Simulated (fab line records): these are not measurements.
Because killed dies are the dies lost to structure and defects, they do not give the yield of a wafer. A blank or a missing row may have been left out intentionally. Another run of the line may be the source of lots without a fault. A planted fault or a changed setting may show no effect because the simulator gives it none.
A struck lot beside a sound one ; flow sky130 ; 33 out of 708 route steps
Sound: these wafers, L358.2, L358.4, L358.5. The struck wafers were L351.1, L351.2, L351.5. The cause is named last.
Order at every step that has rows: each side's tool, ch and its chambers, its first start. Under that, the readings that differ: sound wafers ; struck wafers ; difference of the means ; sigmas: that difference in standard deviations of wafers without a fault.
alike: readings whose means differ by less than 2 such deviations, and words and numbers that are the same on both sides. not compared: withheld readings, readings that some wafer has no value for, bounds like >300 that may hide the same value, and numbers for which the record gives no deviation and whose values overlap.
The two part at a step that has a row with sigmas, a row that says differs or no value, or rows on one side only. Non-overlapping numbers with no deviation appear without sigmas and do not part them. Lack of a reading on every wafer of one side parts them only where that side has two or more wafers.

first, 4 steps without rows for these wafers: SKY_LOCAL_INTERCONNECT_SOFTBAKE_07 (time 90 s); SKY_LOCAL_INTERCONNECT_EXPOSE_08 (exposes mask LI1M, target cd 170 nm); SKY_LOCAL_INTERCONNECT_PEB_09; SKY_LOCAL_INTERCONNECT_DEVELOP_10 (develop time 60 s).
SKY_LOCAL_INTERCONNECT_CD_MEAS_11: target cd 170 nm.
  sound: cd sem-02 at day 36 07:06; struck: cd sem-01 at day 33 08:40
  alike: cd nm
SKY_LOCAL_INTERCONNECT_OVL_MEAS_12:
  sound: overlay-01 at day 36 07:12; struck: overlay-02 at day 33 08:47
  alike: LOCAL_INTERCONNECT_OVL
SKY_LOCAL_INTERCONNECT_ETCH_13: etches BARC in N2/H2, stops on SiO2, time 45.9 s, target depth 60 nm.
  sound on rie metal-03 ch 0,1, day 36 07:14; struck on rie metal-03 ch 0,1, day 33 08:49
  alike: drypump motor current A, oes product au, throttle valve pct
  not compared: rf hours counter h
then, 1 step without rows for these wafers: SKY_LOCAL_INTERCONNECT_METAL_ETCH_14 (etches TiN in Cl2/BCl3, stops on PSG, target depth 110 nm, time 31.4 s).
SKY_LOCAL_INTERCONNECT_STRIP_15: strips in O2/N2.
  sound on plasma asher-01 ch 0,1, day 36 07:21; struck on plasma asher-01 ch 0,1, day 33 08:56
  alike: drypump motor current A, oes product au, strip time to endpoint s
  not compared: rf hours counter h
then, 3 steps without rows for these wafers: SKY_LOCAL_INTERCONNECT_STRIP_16 (strips in post etch residue remover, time 1200 s); SKY_LOCAL_INTERCONNECT_CLEAN_17 (cleans in IPA, time 180 s); SKY_LOCAL_INTERCONNECT_CLEAN_18 (cleans in O3/DIW).
SKY_CONTACT_CVD_00: deposits Si3N4, target thk 75 nm.
  sound on pecvd-01 ch 0,1,2, day 36 07:59; struck on pecvd-03 ch 0,2, day 33 09:32
  alike: heater power outer w, heater power w
SKY_CONTACT_THK_MEAS_01:
  sound: film metro-03 at day 36 08:02; struck: film metro-03 at day 33 09:34
reading;sound;struck;difference;sigmas
CONTACT_CVD_00_THK (nm);74.2 76.1 75.7;64.3 64.1 65.2;-10.8;-13
then, 1 step without rows for these wafers: SKY_CONTACT_HDPCVD_02 (deposits SiO2, target thk 565 nm, time 94.2 s).
SKY_CONTACT_THK_MEAS_03:
  sound: film metro-04 at day 36 08:10; struck: film metro-03 at day 33 10:23
  alike: CONTACT_HDPCVD_THK
then, 1 step without rows for these wafers: SKY_CONTACT_CMP_04 (polishes SiO2).
SKY_CONTACT_BOW_MEAS_05:
  sound: film metro-03 at day 36 08:32; struck: film metro-03 at day 33 10:44
  alike: CONTACT_BOW
then, 8 steps without rows for these wafers: SKY_CONTACT_DEHYDRATE_06 (time 60 s); SKY_CONTACT_HMDS_07 (prime time 60 s); SKY_CONTACT_COAT_08 (resist thk 60 nm); SKY_CONTACT_COAT_09 (resist thk 450 nm); SKY_CONTACT_SOFTBAKE_10 (time 90 s); SKY_CONTACT_EXPOSE_11 (exposes mask CTM1, target cd 170 nm); SKY_CONTACT_PEB_12; SKY_CONTACT_DEVELOP_13 (develop time 60 s).
SKY_CONTACT_CD_MEAS_14: target cd 170 nm.
  sound: cd sem-02 at day 37 10:26; struck: cd sem-02 at day 34 12:41
  alike: cd nm
SKY_CONTACT_OVL_MEAS_15:
  sound: overlay-01 at day 37 10:33; struck: overlay-02 at day 34 12:48
  alike: CONTACT_OVL
SKY_CONTACT_ETCH_16: etches BARC in N2/H2, stops on SiO2, time 45.9 s, target depth 60 nm.
  sound on rie diel-01 ch 0,2, day 37 10:35; struck on rie diel-02 ch 1,2,3, day 34 12:50
reading;sound;struck;difference;sigmas
drypump motor current A (A);6.4 6.2 6.4;5.8 5.7 5.5;-0.7;-2
  alike: oes product au, throttle valve pct
  not compared: rf hours counter h
SKY_CONTACT_ETCH_17: etches SiO2 in C4F8/O2/Ar, stops on Si3N4, target depth 340 nm.
  sound on rie diel-01 ch 0,2, day 37 10:37; struck on rie diel-02 ch 1,2,3, day 34 12:53
  alike: oes product au
SKY_CONTACT_ETCH_18: etches Si3N4 in CHF3/O2, stops on TiN, time 39 s, target depth 75 nm.
  sound: rie diel-01 ch 0,2; struck: rie diel-02 ch 1,2,3
reading;sound;struck;difference;sigmas
drypump motor current A (A);6.4 6.2 6.5;5.7 5.7 5.5;-0.7;-2
oes product au (a.u.);0.860 0.858 0.862;0.783 0.785 0.787;-0.075;-11
throttle valve pct (%);8.802 8.784 8.796;8.772 8.780 8.772;-0.019;-2
  not compared: rf hours counter h
SKY_CONTACT_STRIP_19: strips in O2/N2.
  sound on plasma asher-01 ch 0,1, day 37 10:43; struck on plasma asher-04 ch 0,1, day 34 12:58
reading;sound;struck;difference;sigmas
drypump motor current A (A);5.1 5.1 5.7;6.2 5.9 6.2;+0.8;+2
  alike: oes product au, strip time to endpoint s
  not compared: rf hours counter h
-- the record jumps here: 13 days lie between the struck wafers' starts before and after (it left off in module CONTACT and takes up again in module PAD_OPEN, whose first step shown is number 708 of the route) --
SKY_PAD_OPEN_PROBE_99:
  sound: prober-02 at day 50 01:23; struck: prober-01 at day 47 21:57
  alike: killed_at_M0_to_M3, killed_at_M4_up, killed at contacts, killed at front end, killed at other, killed dies, killed open, killed short

== WHERE THEY PART ==
First at SKY_CONTACT_THK_MEAS_01; last, within this record, at SKY_CONTACT_STRIP_19. Later steps at which nothing parts them and some readings are alike: SKY_PAD_OPEN_PROBE_99.

WHY: what had been put in by the simulator
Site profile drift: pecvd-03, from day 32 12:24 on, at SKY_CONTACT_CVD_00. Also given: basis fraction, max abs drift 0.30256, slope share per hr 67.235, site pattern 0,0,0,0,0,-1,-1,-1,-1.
